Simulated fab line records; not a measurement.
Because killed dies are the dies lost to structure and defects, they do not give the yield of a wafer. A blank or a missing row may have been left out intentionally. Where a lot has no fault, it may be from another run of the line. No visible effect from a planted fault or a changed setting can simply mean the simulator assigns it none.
8D (eight disciplines) problem report, filled in by code	flow sky130	the parts of the form that need people (team, actions taken, sign-off) are left out
Where a reading is given only as a bound, like >300, the bound stands for it, and a mean or a difference that rests on one is marked > or <: the true number lies beyond.

== 1. THE PROBLEM ==
Mean VIA4_W_RS at SKY_VIA4_RS_MEAS_19: 57.7513 ohm/sq over 9 wafers in 3 lots; fault-free wafers: 0.2278 ohm/sq, standard deviation 0.0021. That is +99 or more standard deviations from the usual mean.
The step: measures by four-point-probe.
Seen first at day 46 21:15 on film metro-01, wafer L783.1. The record has a number at this step for 45 wafers belonging to 15 lots. Rule for "out", or "out of limits": more than 4 standard deviations from the usual mean. All remaining wafers that have a number are taken as sound.

== 2. WHAT IT IS, AND WHAT IT ISN'T ==
question	is	is not
which readings at this step	VIA4_W_RS	-
which lots	L783, L784, L785	L768, L769, L774, L775, L776, L778, L779, L780, L781, L786, L788, L789
which wafers of those lots	all that have a number	-
read on which gauges	film metro-01, film metro-03	film metro-04
when	from day 46 21:15	up to then (27 sound wafers); but 9 sound wafers of L786, L788, L789 came after

== 3. SUSPECTS, AND WHAT RULES EACH OUT ==
Counting: a tool at a process step up to the reading stays a suspect if it ran every lot that is out and no sound lot after the first of them.
- the gauge at SKY_VIA4_RS_MEAS_19: ruled out. 2 gauges (film metro-01, film metro-03) read the wafers that are out.
- pvd sputter-01 at SKY_VIA4_SPUTTER_17 (material TiN, target thk 20 nm, time 80 s): ruled out as a lasting fault. Sound lots L788 ran on it after its first lot that is out, L783 (day 46 21:02).
- cvd w-01 at SKY_VIA4_CVD_18 (deposits W, target thk 505 nm, time 152.14 s): ruled out as a lasting fault. Sound lots L786, L788 ran on it after its first lot that is out, L783 (day 46 21:06).
Left after counting: nothing in the record.

== 4. THE CAUSE (what the simulator had put in) ==
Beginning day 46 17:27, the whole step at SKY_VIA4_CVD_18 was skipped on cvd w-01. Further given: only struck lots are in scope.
The count ruled it out by mistake, since the rule takes a fault to strike every lot its tool runs from the start of the fault on, and this one did not do so.

== 5. THE EFFECT CHAIN, in route order ==
Each row: a reading whose mean over the struck wafers that have a number lies more than 3 standard deviations from the usual. Only readings for which the record gives a usual standard deviation are gone through. hours: the time from each lot's start at the first step in this table that gives one to its start at this step, as a median over the lots. sigmas: the change in usual standard deviations.
hours	step	reading	usual	on struck wafers	change	sigmas
0	SKY_VIA4_RS_MEAS_19	VIA4_W_RS	0.2278 ohm/sq	57.7513	+57.5235	+99 or more
0	SKY_VIA4_THK_MEAS_20	VIA4_W_THK	518 nm	<0	<-518	<-74
0	SKY_VIA4_CMP_21	time to endpoint s	122 s	3	-119	-28
It contains these process steps:
- SKY_VIA4_CMP_21: polishes, stops on SiO2, t overpolish 25 s, target thk 0 nm.
Readings that are blank on the struck wafers while sound wafers have them: chamber pressure Torr at SKY_VIA4_CVD_18; heater power outer w at SKY_VIA4_CVD_18; heater power w at SKY_VIA4_CVD_18.

== 6. HOW IT WOULD HAVE BEEN CAUGHT EARLIER ==
4 hours passed between the start of the fault at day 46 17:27 and the first reading out of limits at a measuring or inspecting step in this record, taken at day 46 21:15.
At SKY_VIA4_CVD_18 the tool's readings are blank on the struck wafers, where sound wafers have them: an empty tool record is the first sign, and it was there at once.
